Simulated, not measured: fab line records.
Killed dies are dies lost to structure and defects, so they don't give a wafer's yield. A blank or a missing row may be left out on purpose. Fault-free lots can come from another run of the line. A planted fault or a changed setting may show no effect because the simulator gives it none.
A struck lot beside a sound one ; flow gf180mcu ; 14 steps out of a route of 602
Sound: the wafers L839.1, L839.2, L839.6. Wafers L847.2, L847.4, L847.5 were the ones struck. The cause comes at the end.
Each step with rows lists, per side, the tool, then ch with its chambers, then its first start. Under that, the readings that differ: sound wafers ; struck wafers ; difference of the means ; sigmas: that difference in standard deviations of wafers without a fault.
alike: readings with means less than 2 such deviations apart, plus words and numbers identical on both sides. not compared: withheld readings, readings lacking a value on some wafer, bounds such as >300 that could conceal the same value, and numbers that have no deviation in the record and whose values overlap.
Wherever a step has rows on one side only, a row that says differs or no value, or a row with sigmas, the two part there. Numbers that have no deviation but don't overlap get no sigmas and don't part them. Lack of a reading on every wafer of one side parts them only where that side has two or more wafers.

first, 3 steps without rows for these wafers: GF_HV_LDD_EXPOSE_16 (exposes mask Pplus LV AREA, target cd 400 nm); GF_HV_LDD_PEB_17; GF_HV_LDD_DEVELOP_18 (develop time 60 s).
GF_HV_LDD_CD_MEAS_19 targets a cd of 400 nm.
  struck on cd-sem-02, day 13 16:11; sound on cd-sem-01, day 11 10:37
  alike: cd-nm
GF_HV_LDD_OVL_MEAS_20:
  struck on overlay-02, day 13 16:18; sound on overlay-01, day 11 10:44
  alike: HV_LDD_01_OVL
next, for these wafers, 1 step has no rows: GF_HV_LDD_IMPLANT_21.
GF_HV_LDD_STRIP_22: strips in O2/N2.
  sound on plasma-asher-03 ch 0,1, day 11 10:56; struck on plasma-asher-03 ch 1, day 13 16:29
reading;sound;struck;difference;sigmas
platen-temp-c (C);250.21 250.31 250.30;249.78 249.55 249.64;-0.62;-4
  alike: drypump-motor-current-A, heater-power-w, oes-product-au, strip-time-to-endpoint-s
  not compared: rf-hours-counter-h
GF_HV_LDD_TW_MEAS_23:
  struck on film-metro-01, day 13 16:35; sound on film-metro-01, day 11 11:02
  alike: HV_LDD_2_TW
then, 4 steps without rows for these wafers: GF_HV_LDD_DEHYDRATE_24 (time 60 s); GF_HV_LDD_HMDS_25 (prime time 60 s); GF_HV_LDD_COAT_26 (resist thk 1000 nm); GF_HV_LDD_SOFTBAKE_27 (time 60 s).
GF_HV_LDD_EXPOSE_28: exposes mask Nplus HV AREA, target cd 400 nm.
  struck on iline-stepper-01, day 14 02:50; sound on iline-stepper-01 ch 0, day 11 20:07
  no value came back on the struck wafers for exposure-dose-mJ-cm2, focus-offset-nm (nm); on the sound wafers exposure-dose-mJ-cm2 reads 140.01 140.04 140.17
reading;sound;struck;difference;sigmas
model.HV_LDD.overlay-y-nm (nm);-0.184 -0.184 -0.184;-0.0284 -0.0284 -0.0284;+0.1556;
model.HV_LDD.overlay-x-nm (nm);-0.6909 -0.6909 -0.6909;0.5035 0.5035 0.5035;+1.1944;
  alike: mask
next, for these wafers, 1 step has no rows: GF_HV_LDD_PEB_29.

WHERE THEY PART
Last at GF_HV_LDD_EXPOSE_28 as far as this record goes, first at GF_HV_LDD_STRIP_22.

WHY: whatever the simulator had introduced
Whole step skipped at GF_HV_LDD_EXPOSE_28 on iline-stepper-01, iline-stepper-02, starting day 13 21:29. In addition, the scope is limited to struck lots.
